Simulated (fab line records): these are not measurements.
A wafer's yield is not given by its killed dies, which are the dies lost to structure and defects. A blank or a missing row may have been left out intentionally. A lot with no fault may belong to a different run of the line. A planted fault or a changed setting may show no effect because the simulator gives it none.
Chamber matching ; flow sfq line ; cmp-01 running SFQ_TRILAYER_I6_CMP_CMP_166: 4 sister chambers
The step polishes SiO2. 4 wafers are shown with their chamber, then 7 later ones without.

WAFERS PAIRED WITH THEIR CHAMBERS
wafer;chamber;motor current A (A)
L131.5;0;11.5
L144.3;3;10.6
L149.1;2;8.1
L149.3;1;10.0

WAFERS WITH NO CHAMBER GIVEN
wafer;motor current A (A)
L149.4;10.9
L150.1;11.3
L150.3;9.9
L150.4;9.9
L152.4;10.1
L152.5;8.7
L152.6;9.9

WHICH CHAMBER EACH ONE RAN IN
wafer;from the rows above;in truth
L149.4;can't be placed: 3 or 0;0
L150.1;can't be placed: 0 or 3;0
L150.3;1;1
L150.4;1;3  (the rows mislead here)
L152.4;can't be placed: 1 or 3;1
L152.5;2;2
L152.6;1;1
Placed correctly: 3 of 7. Cannot be placed on the basis of these rows: 3; the candidates contain the true chamber in 3. Number placed wrongly: 1.
How it was worked out, from the rows above alone: a wafer's distance from a chamber is the root of the sum, over the readings, of the square of ((its reading less the chamber's mean) divided by the reading's scatter). If the next closest chamber is less than 2 further off than the closest, the wafer can't be placed; otherwise it belongs to the closest. For every chamber, the mean is computed from those of its wafers that are shown. The scatter (one wafer shown for each chamber): square how far every hidden wafer sits from the nearest shown wafer, average those squares and take the square root.
